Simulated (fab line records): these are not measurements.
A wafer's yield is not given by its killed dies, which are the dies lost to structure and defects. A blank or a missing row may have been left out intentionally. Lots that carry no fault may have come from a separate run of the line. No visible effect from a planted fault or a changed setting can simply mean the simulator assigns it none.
Struck lot and sound lot, side by side -- flow sky130 -- 20 steps out of a route of 708
Sound: these wafers, L919.2, L919.3, L919.4. Struck: wafer L934.3; the same lot's L934.1 was not struck, so it is left out; see the end for the cause.
Order at every step that has rows: each side's tool, ch and its chambers, its first start. Under that, the readings that differ: sound wafers -- struck wafers -- difference of the means -- sigmas: that difference in standard deviations of wafers without a fault.
alike: a reading whose means differ by less than 2 such deviations, as well as words and numbers matching on both sides. not compared: withheld readings; readings where some wafer has no value; bounds like >300 that might hide an equal value; numbers whose values overlap and for which the record gives no deviation.
The two part at a step that has a row with sigmas, a row that says differs or no value, or rows on one side only. Numbers that don't overlap but have no deviation are shown without sigmas and don't part them. A reading missing from all wafers of one side parts the sides only when that side holds two or more wafers.

SKY_LI_CONTACT_CVD_21: deposits W, target thk 400 nm, time 120.56 s.
  sound on cvdW-01 ch 0,1, day 29 15:50; struck on cvdW-02 ch 0, day 34 21:31
reading,sound,struck,difference,sigmas
heaterPowerW (W),880 864 924,974,+85,+3
SKY_LI_CONTACT_RS_MEAS_22: uses a four-point probe to measure.
  struck on filmMetro-04, day 34 21:39; sound on filmMetro-02, day 29 15:59
  alike: LI_CONTACT_W_RS
SKY_LI_CONTACT_THK_MEAS_23: measures by xrf.
  struck on filmMetro-04, day 34 21:46; sound on filmMetro-02, day 29 16:06
  alike: LI_CONTACT_W_THK
SKY_LI_CONTACT_CMP_24: polishes, stops on PSG, t overpolish 20 s, target thk 0 nm.
  sound on cmp-02 ch 0,2,3, day 29 16:16; struck on cmp-02 ch 0, day 34 21:50
reading,sound,struck,difference,sigmas
platenRpm (rpm),60.07 60.03 59.97,59.95,-0.07,-2
  alike: motorCurrentA, overpolishRunS, timeToEndpointS
SKY_LOCAL_INTERCONNECT_SPUTTER_00: material TiN, target thk 100 nm, time 83.3 s.
  struck on pvdSputter-04, day 34 22:08; sound on pvdSputter-04, day 29 16:31
  alike: throttleValvePct
SKY_LOCAL_INTERCONNECT_RS_MEAS_01: uses a four-point probe to measure.
  struck on filmMetro-03, day 34 22:11; sound on filmMetro-02, day 29 16:36
  alike: LOCAL_INTERCONNECT_TIN_RS
SKY_LOCAL_INTERCONNECT_THK_MEAS_02: measures by xrf.
  struck on filmMetro-03, day 34 22:19; sound on filmMetro-02, day 29 16:43
reading,sound,struck,difference,sigmas
LOCAL_INTERCONNECT_TIN_THK (nm),103.4 102.7 101.0,99.6,-2.8,-3
then, 5 steps without rows for these wafers: SKY_LOCAL_INTERCONNECT_DEHYDRATE_03 (time 60 s); SKY_LOCAL_INTERCONNECT_HMDS_04 (prime time 60 s); SKY_LOCAL_INTERCONNECT_COAT_05 (resist thk 60 nm); SKY_LOCAL_INTERCONNECT_COAT_06 (resist thk 450 nm); SKY_LOCAL_INTERCONNECT_SOFTBAKE_07 (time 90 s).
SKY_LOCAL_INTERCONNECT_EXPOSE_08: exposes mask LI1M, target cd 170 nm.
  sound on krfScanner-02 ch 0, day 30 06:56; struck on krfScanner-02 ch 0, day 35 11:17
  alike: mask, exposureDoseMJCm2
then, 2 steps without rows for these wafers: SKY_LOCAL_INTERCONNECT_PEB_09; SKY_LOCAL_INTERCONNECT_DEVELOP_10 (develop time 60 s).
SKY_LOCAL_INTERCONNECT_CD_MEAS_11 targets a cd of 170 nm.
  struck on cdSem-02, day 36 00:19; sound on cdSem-01, day 30 21:11
reading,sound,struck,difference,sigmas
cdNm (nm),169.4 169.8 171.2,82.7,-87.4,-58
SKY_LOCAL_INTERCONNECT_OVL_MEAS_12:
  struck on overlay-02, day 36 00:26; sound on overlay-01, day 30 21:17
  alike: LOCAL_INTERCONNECT_OVL
SKY_LOCAL_INTERCONNECT_ETCH_13: etches BARC in N2/H2, stops on SiO2, time 45.9 s, target depth 60 nm.
  sound on rieMetal-02 ch 0,1, day 30 21:19; struck on rieMetal-04 ch 0, day 36 00:29
reading,sound,struck,difference,sigmas
oesProductAu (a.u.),0.857 0.857 0.854,0.845,-0.011,-2
model.LOCAL_INTERCONNECT.cdNm (nm),168.3 168.6 170.6,81.81,-87.36,
  alike: drypumpMotorCurrentA, throttleValvePct
  not compared: rfHoursCounterH
SKY_LOCAL_INTERCONNECT_METAL_ETCH_14: etches TiN in Cl2/BCl3, stops on PSG, target depth 110 nm, time 31.4 s.
  sound on rieMetal-02 ch 0,1, day 30 21:23; struck on rieMetal-04 ch 0, day 36 00:32
reading,sound,struck,difference,sigmas
model.LOCAL_INTERCONNECT.cdNm (nm),167.2 167.5 170.5,82.13,-86.27,
  alike: bcl3FlowSccm, drypumpMotorCurrentA, oesProductAu, throttleValvePct
  not compared: rfHoursCounterH
SKY_LOCAL_INTERCONNECT_STRIP_15: strips in O2/N2.
  sound on plasmaAsher-01 ch 0,1, day 30 21:26; struck on plasmaAsher-04 ch 1, day 36 00:35
reading,sound,struck,difference,sigmas
stripTimeToEndpointS (s),4.673 4.685 4.688,4.762,+0.080,+3
  alike: drypumpMotorCurrentA, oesProductAu
  not compared: rfHoursCounterH

WHERE THEY PART
Last at SKY_LOCAL_INTERCONNECT_STRIP_15 as far as this record goes, first at SKY_LI_CONTACT_CVD_21.

WHY: what had been put in by the simulator
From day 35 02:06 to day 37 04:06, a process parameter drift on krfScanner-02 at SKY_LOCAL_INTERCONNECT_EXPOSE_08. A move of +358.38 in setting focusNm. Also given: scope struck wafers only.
